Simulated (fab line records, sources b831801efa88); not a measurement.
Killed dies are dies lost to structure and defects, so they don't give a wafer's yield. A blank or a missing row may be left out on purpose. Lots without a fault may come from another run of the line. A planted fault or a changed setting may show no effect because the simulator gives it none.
Which tool did it? | flow sky130 | 24 lots, 72 wafers sampled, at 3 steps of a route of 708

WHAT THE GAUGES READ, wafer by wafer
SKY_GATE_OXIDE_THK_MEAS_02. Usual: GATE_OXIDE_OXIDATION_00_THK 10.39 nm, standard deviation 0.23.
lot  | measured     | on            | GATE_OXIDE_OXIDATION_00_THK (nm) | flag
L074 | day 12 15:23 | film_metro-04 | 10.35 10.25 10.27                |
L075 | day 13 04:44 | film_metro-03 | 10.32 10.37 10.53                |
L076 | day 13 09:34 | film_metro-04 | 10.55 10.64 10.55                |
L077 | day 13 21:15 | film_metro-03 | 10.22 10.12 10.05                |
L079 | day 14 12:16 | film_metro-01 | 10.69 10.84 10.72                |
L078 | day 14 21:31 | film_metro-03 | 10.09 9.98 10.06                 |
L080 | day 15 14:33 | film_metro-01 | 10.15 9.97 9.99                  |
L081 | day 15 17:02 | film_metro-01 | 10.31 10.15 10.26                |
L082 | day 16 08:46 | film_metro-04 | 10.26 10.32 10.33                |
L083 | day 16 12:16 | film_metro-01 | 10.51 10.55 10.52                |
L084 | day 17 05:14 | film_metro-04 | 10.57 10.26 10.45                |
L085 | day 17 07:58 | film_metro-01 | 10.50 10.44 10.43                |
L086 | day 17 07:58 | film_metro-03 | 10.64 10.65 10.61                |
L087 | day 17 16:13 | film_metro-04 | 10.47 10.48 10.43                |
L089 | day 17 22:02 | film_metro-01 | 10.75 10.89 10.88                |
L088 | day 18 02:19 | film_metro-03 | 10.79 10.87 10.75                |
L090 | day 18 18:00 | film_metro-03 | 10.40 10.46 10.32                |
L091 | day 18 20:24 | film_metro-01 | 10.16 10.13 10.11                |
L092 | day 19 02:08 | film_metro-01 | 10.19 10.18 9.88                 |
L093 | day 19 10:02 | film_metro-04 | 10.26 10.23 10.45                |
L094 | day 19 18:46 | film_metro-03 | 10.25 10.30 10.22                |
L095 | day 19 23:03 | film_metro-01 | 10.37 10.56 10.21                |
L096 | day 20 09:09 | film_metro-03 | 10.51 10.24 10.54                |
L097 | day 20 18:34 | film_metro-03 | 10.39 10.34 10.47                |

SKY_POLY_GATE_THK_MEAS_21. Usual: POLY_GATE_OXIDATION_THK 4.04 nm, standard deviation 0.087.
lot  | measured     | on            | POLY_GATE_OXIDATION_THK (nm) | flag
L074 | day 16 09:20 | film_metro-02 | 4.00 3.93 4.00               |
L075 | day 16 23:19 | film_metro-04 | 4.07 4.05 4.03               |
L076 | day 17 09:13 | film_metro-04 | 3.98 3.94 3.95               |
L077 | day 17 18:47 | film_metro-01 | 4.09 4.15 4.12               |
L079 | day 18 09:20 | film_metro-04 | 4.09 3.99 4.11               |
L078 | day 18 20:46 | film_metro-01 | 4.21 4.19 4.12               |
L080 | day 19 14:22 | film_metro-01 | 4.10 4.00 4.09               |
L081 | day 19 20:00 | film_metro-04 | 4.12 4.04 4.21               |
L082 | day 20 09:35 | film_metro-01 | 4.15 4.09 4.09               |
L083 | day 20 13:46 | film_metro-01 | 4.09 4.15 4.12               |
L084 | day 21 07:03 | film_metro-02 | 3.86 3.90 3.81               |
L085 | day 21 09:57 | film_metro-02 | 3.96 3.97 3.90               |
L086 | day 21 11:34 | film_metro-04 | 4.06 3.95 4.02               |
L087 | day 21 17:08 | film_metro-04 | 4.02 4.05 4.03               |
L089 | day 21 23:13 | film_metro-04 | 4.09 3.93 3.93               |
L088 | day 22 05:18 | film_metro-01 | 4.03 3.95 3.97               |
L090 | day 22 19:04 | film_metro-01 | 4.09 4.16 4.12               |
L091 | day 22 21:55 | film_metro-01 | 4.01 3.92 3.92               |
L092 | day 23 04:43 | film_metro-02 | 4.03 3.98 3.93               |
L093 | day 23 12:07 | film_metro-01 | 3.95 3.97 3.90               |
L094 | day 23 20:50 | film_metro-01 | 4.12 4.10 4.16               |
L095 | day 24 01:41 | film_metro-04 | 3.95 3.92 3.96               |
L096 | day 24 09:31 | film_metro-04 | 4.16 4.15 4.17               |
L097 | day 25 07:08 | film_metro-02 | 4.01 3.97 4.02               |

SKY_VIA1_CD_MEAS_12: target cd 150 nm. Usual: cd_nm 149.5 nm, standard deviation 1.4.
lot  | measured     | on        | cd_nm (nm)        | flag
L074 | day 33 18:08 | cd_sem-02 | 149.6 150.7 148.9 |
L075 | day 34 14:16 | cd_sem-01 | 148.3 148.3 149.2 |
L076 | day 34 18:13 | cd_sem-02 | 149.6 149.9 150.9 |
L077 | day 34 22:21 | cd_sem-02 | 149.6 148.8 149.7 |
L079 | day 35 09:25 | cd_sem-01 | 148.1 148.6 148.7 |
L078 | day 35 22:11 | cd_sem-01 | 150.5 149.8 148.4 |
L080 | day 36 10:50 | cd_sem-01 | 151.7 149.8 150.6 |
L081 | day 36 14:56 | cd_sem-01 | 147.4 148.9 148.0 |
L082 | day 37 03:50 | cd_sem-01 | 150.6 151.4 150.1 |
L083 | day 37 09:53 | cd_sem-02 | 149.8 148.3 149.0 |
L084 | day 37 22:53 | cd_sem-01 | 152.5 149.0 149.7 |
L085 | day 38 00:37 | cd_sem-01 | 153.2 152.9 151.7 |
L086 | day 38 03:00 | cd_sem-02 | 147.1 149.8 148.8 |
L087 | day 38 10:03 | cd_sem-01 | 148.0 148.6 147.1 |
L089 | day 38 12:27 | cd_sem-01 | 148.7 148.2 148.4 |
L088 | day 38 16:51 | cd_sem-01 | 151.7 149.5 149.7 |
L090 | day 39 04:11 | cd_sem-01 | 148.8 151.1 150.5 |
L091 | day 39 09:18 | cd_sem-02 | 149.6 149.2 148.8 |
L092 | day 39 13:42 | cd_sem-01 | 150.4 149.9 148.8 |
L093 | day 39 17:10 | cd_sem-02 | 151.1 148.7 149.7 |
L094 | day 39 22:11 | cd_sem-02 | 148.9 149.8 149.4 |
L095 | day 40 04:50 | cd_sem-02 | 145.5 147.1 147.7 |
L096 | day 40 12:32 | cd_sem-02 | 149.2 149.2 149.5 |
L097 | day 41 07:47 | cd_sem-02 | 150.9 150.1 151.6 |

WHICH TOOL RAN EACH LOT (tool, then ch and the chambers of the sampled wafers, then the start)
The record holds no process step before these readings.

WHAT THE TOOLS THEMSELVES READ (means of the sampled wafers that have a number; where no wafer has one, the mark that the record gives instead)
The record holds no such reading with a usual standard deviation.

THE ANSWER, worked out from the rows above alone
Rule: a lot is off if the mean of its wafers that have a number lies more than 3 standard deviations from the usual mean. A lot without any number at a reading at which 4 lots or more have one is off too. The other lots that the step has rows for count as sound. The gauges are gone through in route order, then the tools' own readings, and for those a lot's mean is taken as printed above. The first step at which some lot is off is used, and at that step the reading that is off furthest; a lot without a number counts as furthest.
No lot is off at any reading shown: from this, nothing can be told.

WHAT THE SIMULATOR HAD PUT IN
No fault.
